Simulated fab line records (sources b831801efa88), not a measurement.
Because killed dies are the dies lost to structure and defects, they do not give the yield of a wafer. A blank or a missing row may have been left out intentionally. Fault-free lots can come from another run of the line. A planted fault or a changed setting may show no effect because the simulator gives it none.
Matching of chambers || flow sky130 || SKY_POLY_GATE_ETCH_16 on rie diel-01: 4 sister chambers
The step etches Si3N4 in CH3F/O2, stops on poly-Si, time 147.5 s, target depth 75 nm. 16 wafers are shown with their chamber, then 7 later ones without.

EACH WAFER AND ITS CHAMBER
{"wafer": "L308.2", "chamber": 1, "drypump motor current A (A)": 6.2, "oes product au (a.u.)": 0.645, "O2_flow_sccm (sccm)": 30.13}
{"wafer": "L308.4", "chamber": 0, "drypump motor current A (A)": 5.8, "oes product au (a.u.)": 0.637, "O2_flow_sccm (sccm)": 29.95}
{"wafer": "L308.5", "chamber": 0, "drypump motor current A (A)": 5.8, "oes product au (a.u.)": 0.640, "O2_flow_sccm (sccm)": 29.86}
{"wafer": "L311.1", "chamber": 2, "drypump motor current A (A)": 5.6, "oes product au (a.u.)": 0.646, "O2_flow_sccm (sccm)": 29.93}
{"wafer": "L311.5", "chamber": 0, "drypump motor current A (A)": 5.7, "oes product au (a.u.)": 0.629, "O2_flow_sccm (sccm)": 30.12}
{"wafer": "L311.6", "chamber": 3, "drypump motor current A (A)": 6.5, "oes product au (a.u.)": 0.639, "O2_flow_sccm (sccm)": 30.18}
{"wafer": "L312.4", "chamber": 3, "drypump motor current A (A)": 6.5, "oes product au (a.u.)": 0.639, "O2_flow_sccm (sccm)": 30.00}
{"wafer": "L312.5", "chamber": 0, "drypump motor current A (A)": 5.8, "oes product au (a.u.)": 0.648, "O2_flow_sccm (sccm)": 30.04}
{"wafer": "L312.6", "chamber": 3, "drypump motor current A (A)": 6.5, "oes product au (a.u.)": 0.650, "O2_flow_sccm (sccm)": 29.86}
{"wafer": "L315.1", "chamber": 1, "drypump motor current A (A)": 6.1, "oes product au (a.u.)": 0.646, "O2_flow_sccm (sccm)": 30.00}
{"wafer": "L315.2", "chamber": 3, "drypump motor current A (A)": 6.5, "oes product au (a.u.)": 0.641, "O2_flow_sccm (sccm)": 30.13}
{"wafer": "L315.3", "chamber": 3, "drypump motor current A (A)": 6.5, "oes product au (a.u.)": 0.637, "O2_flow_sccm (sccm)": 30.28}
{"wafer": "L321.2", "chamber": 0, "drypump motor current A (A)": 5.8, "oes product au (a.u.)": 0.630, "O2_flow_sccm (sccm)": 30.09}
{"wafer": "L321.3", "chamber": 3, "drypump motor current A (A)": 6.5, "oes product au (a.u.)": 0.633, "O2_flow_sccm (sccm)": 30.18}
{"wafer": "L321.5", "chamber": 0, "drypump motor current A (A)": 5.8, "oes product au (a.u.)": 0.641, "O2_flow_sccm (sccm)": 30.01}
{"wafer": "L322.2", "chamber": 0, "drypump motor current A (A)": 5.8, "oes product au (a.u.)": 0.644, "O2_flow_sccm (sccm)": 29.96}

SIGNATURES (means of the wafers above)
{"reading": "drypump motor current A", "chamber 0": 5.786, "chamber 1": 6.150, "chamber 2": 5.600, "chamber 3": 6.500, "scatter within a chamber": 0.0336}
{"reading": "oes product au", "chamber 0": 0.63843, "chamber 1": 0.64550, "chamber 2": 0.64600, "chamber 3": 0.63983, "scatter within a chamber": 0.00616}
{"reading": "O2_flow_sccm", "chamber 0": 30.0043, "chamber 1": 30.0650, "chamber 2": 29.9300, "chamber 3": 30.1050, "scatter within a chamber": 0.119}
Rule: a wafer lies at a distance from a chamber equal to the root of the sum of squares, over the readings, of (its reading less the chamber's mean, divided by the reading's scatter). The wafer belongs to the nearest chamber; if the next one is less than 2 further off, it can't be placed. The scatter: take each reading less its chamber's mean, square it, sum over the shown wafers, divide by the number of wafers less the number of chambers, and take the root.

WAFERS WITHOUT THEIR CHAMBER
{"wafer": "L322.4", "drypump motor current A (A)": 6.5, "oes product au (a.u.)": 0.640, "O2_flow_sccm (sccm)": 30.00}
{"wafer": "L322.5", "drypump motor current A (A)": 6.2, "oes product au (a.u.)": 0.646, "O2_flow_sccm (sccm)": 29.95}
{"wafer": "L324.2", "drypump motor current A (A)": 6.5, "oes product au (a.u.)": 0.644, "O2_flow_sccm (sccm)": 29.99}
{"wafer": "L324.6", "drypump motor current A (A)": 6.1, "oes product au (a.u.)": 0.638, "O2_flow_sccm (sccm)": 30.01}
{"wafer": "L330.2", "drypump motor current A (A)": 5.6, "oes product au (a.u.)": 0.647, "O2_flow_sccm (sccm)": 29.81}
{"wafer": "L330.3", "drypump motor current A (A)": 6.5, "oes product au (a.u.)": 0.645, "O2_flow_sccm (sccm)": 30.07}
{"wafer": "L330.6", "drypump motor current A (A)": 6.5, "oes product au (a.u.)": 0.645, "O2_flow_sccm (sccm)": 29.98}

EACH ONE'S CHAMBER
{"wafer": "L322.4", "from the rows above": 3, "in truth": 3}
{"wafer": "L322.5", "from the rows above": 1, "in truth": 1}
{"wafer": "L324.2", "from the rows above": 3, "in truth": 3}
{"wafer": "L324.6", "from the rows above": 1, "in truth": 1}
{"wafer": "L330.2", "from the rows above": 2, "in truth": 2}
{"wafer": "L330.3", "from the rows above": 3, "in truth": 3}
{"wafer": "L330.6", "from the rows above": 3, "in truth": 3}
Correctly placed: 7 of 7. Not placeable from these rows: 0. Placed wrongly: 0.
